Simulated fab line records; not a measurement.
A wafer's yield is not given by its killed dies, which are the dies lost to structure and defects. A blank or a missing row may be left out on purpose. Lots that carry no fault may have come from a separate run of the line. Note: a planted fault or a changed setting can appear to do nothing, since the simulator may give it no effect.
What tool caused it?	flow gf180mcu	Sampling: 12 lots, 36 wafers, 4 of 602 route steps

WHAT EACH GAUGE READ, for each wafer
GF_V3_CD_MEAS_14 targets a cd of 260 nm.
lot	measured	on	cd nm (nm)
L075	day 22 20:12	cd sem-02	258.5 258.0 257.6
L077	day 23 09:04	cd sem-02	259.0 260.2 259.7
L079	day 24 07:12	cd sem-01	259.8 260.6 259.7
L081	day 24 17:12	cd sem-02	259.6 259.8 260.9
L083	day 25 15:20	cd sem-01	258.7 258.5 258.3
L085	day 26 09:24	cd sem-01	259.1 261.4 259.7
L087	day 26 20:10	cd sem-02	260.0 260.4 262.4
L089	day 27 18:23	cd sem-02	260.4 260.3 259.4
L091	day 28 07:31	cd sem-01	258.0 259.0 258.3
L093	day 28 13:07	cd sem-01	259.7 258.7 259.6
L095	day 29 03:57	cd sem-02	259.7 261.2 260.3
L097	day 29 16:25	cd sem-02	261.9 260.6 260.6

TOOL THAT RAN EACH LOT (tool first, then ch and the chambers of the sampled wafers, then the start)
lot	GF_M2_STRIP_17	GF_V2_CVD_02	GF_M3_METAL_ETCH_16
L075	plasma asher-04 ch 0,1, day 19 16:10	pecvd-02 ch 0,1,2, day 19 16:52	rie metal-04 ch 0,1, day 21 19:07
L077	plasma asher-03 ch 0, day 20 06:02	pecvd-04 ch 0,1,2, day 20 06:41	rie metal-04 ch 0, day 22 09:04
L079	plasma asher-03 ch 0,1, day 21 05:40	pecvd-04 ch 0,1,2, day 21 06:20	rie metal-04 ch 0,1, day 23 07:37
L081	plasma asher-03 ch 0,1, day 21 17:28	pecvd-03 ch 1,2, day 21 18:10	rie metal-02 ch 1, day 23 18:07
L083	plasma asher-04 ch 0,1, day 22 16:46	pecvd-03 ch 1,2, day 22 17:24	rie metal-01 ch 0,1, day 24 16:17
L085	plasma asher-03 ch 0,1, day 23 12:01	pecvd-04 ch 1,2, day 23 12:41	rie metal-02 ch 1, day 25 11:16
L087	plasma asher-04 ch 0,1, day 23 23:04	pecvd-04 ch 0,1,2, day 23 23:44	rie metal-01 ch 0,1, day 25 22:04
L089	plasma asher-03 ch 0,1, day 25 00:17	pecvd-04 ch 0,1, day 25 00:57	rie metal-01 ch 1, day 26 20:50
L091	plasma asher-02 ch 0,1, day 25 13:31	pecvd-02 ch 1,2, day 25 14:11	rie metal-01 ch 0,1, day 27 10:23
L093	plasma asher-02 ch 0,1, day 25 20:46	pecvd-03 ch 0,1,2, day 25 21:26	rie metal-01 ch 0,1, day 27 16:52
L095	plasma asher-04 ch 0,1, day 26 11:28	pecvd-03 ch 1,2, day 26 12:10	rie metal-01 ch 0,1, day 28 06:55
L097	plasma asher-04 ch 0,1, day 27 01:32	pecvd-02 ch 0,1, day 27 02:13	rie metal-02 ch 0,1, day 28 20:10
- GF_M2_STRIP_17: strips in O2/N2.
- GF_V2_CVD_02: deposits SiO2 from TEOS, target thk 850 nm, time 94.851 s.
- GF_M3_METAL_ETCH_16: etches the open film in Cl2/BCl3, stops on SiO2, target depth 627.5 nm, time 104.6 s.

THE ANSWER, worked out from the rows above alone
Rule: the usual values come from the lots themselves. The widest of any qualifying gaps counts: lots, ordered by their means at a reading, are off when they make up no more than a third of the lots, leave a main group of 4 or more, and stand apart from it by 3 or more times the standard deviation of that group's means. Not used: any main group whose means are identical at the precision the tables above print for the reading. Also off: a lot with no number at a reading for which 4 or more lots have one. Where the step has rows for the other lots, those lots are counted as sound.
Across all readings shown, no lot is off: no conclusion can be drawn from this.

WHAT THE SIMULATOR HAD PUT IN
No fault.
